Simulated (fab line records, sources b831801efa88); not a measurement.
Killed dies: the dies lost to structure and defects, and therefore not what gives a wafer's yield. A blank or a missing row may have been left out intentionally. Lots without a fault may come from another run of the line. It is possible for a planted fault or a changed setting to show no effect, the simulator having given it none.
Which tool was responsible? -- flow gf180mcu -- 6 lots, 18 wafers sampled, at 4 steps of a route of 602

## WHAT THE GAUGES SHOWED, per wafer
GF_PASSIVATION_THK_MEAS_03.
lot,measured,on,PASSIVATION_CVD_02_THK (nm)
L576,day 29 06:12,film_metro-02,695 715 717
L579,day 30 01:22,film_metro-02,706 687 698
L584,day 31 12:34,film_metro-04,707 705 706
L585,day 31 19:52,film_metro-04,690 687 704
L593,day 33 18:41,film_metro-04,694 695 686
L596,day 34 06:55,film_metro-03,691 702 714

## TOOL THAT RAN EACH LOT (tool first, then ch and the chambers of the sampled wafers, then the start)
lot,GF_V4_STRIP_18,GF_V4_CVD_23,GF_PASSIVATION_CVD_00
L576,"plasma_asher-03 ch 0,1, day 25 14:41","cvd_w-01 ch 0,1, day 25 15:19","pecvd-04 ch 0,1,2, day 29 05:47"
L579,"plasma_asher-03 ch 0,1, day 26 12:57","cvd_w-01 ch 0,1, day 26 13:35","pecvd-04 ch 1,2, day 30 00:56"
L584,"plasma_asher-04 ch 0,1, day 28 03:58","cvd_w-02 ch 0,1, day 28 04:37","pecvd-01 ch 0,1,2, day 31 12:09"
L585,"plasma_asher-03 ch 0,1, day 28 11:17","cvd_w-01 ch 0,1, day 28 11:55","pecvd-03 ch 0,2, day 31 19:26"
L593,"plasma_asher-03 ch 0,1, day 30 16:55","cvd_w-02 ch 0,1, day 30 17:34","pecvd-04 ch 0,1,2, day 33 18:14"
L596,"plasma_asher-02 ch 0,1, day 31 08:02","cvd_w-02 ch 0,1, day 31 08:41","pecvd-01 ch 0,1,2, day 34 06:29"
- GF_V4_STRIP_18: strips in O2/N2.
- GF_V4_CVD_23: deposits W, target thk 350 nm, time 104.9 s.
- GF_PASSIVATION_CVD_00: deposits SiO2 from TEOS, target thk 1000 nm, time 111.95 s.

## THE ANSWER, worked out from the rows above alone
Rule: the lots themselves supply what counts as usual. The widest of any qualifying gaps counts: lots, ordered by their means at a reading, are off when they make up no more than a third of the lots, leave a main group of 4 or more, and stand apart from it by 3 or more times the standard deviation of that group's means. If all means in a main group match to the digits the tables above print for the reading, that group is not used. Also off: a lot with no number at a reading for which 4 or more lots have one. Any other lot the step has rows for is counted as sound.
No lot is off at any reading shown: from this, nothing can be told.

## WHAT THE SIMULATOR HAD PUT IN
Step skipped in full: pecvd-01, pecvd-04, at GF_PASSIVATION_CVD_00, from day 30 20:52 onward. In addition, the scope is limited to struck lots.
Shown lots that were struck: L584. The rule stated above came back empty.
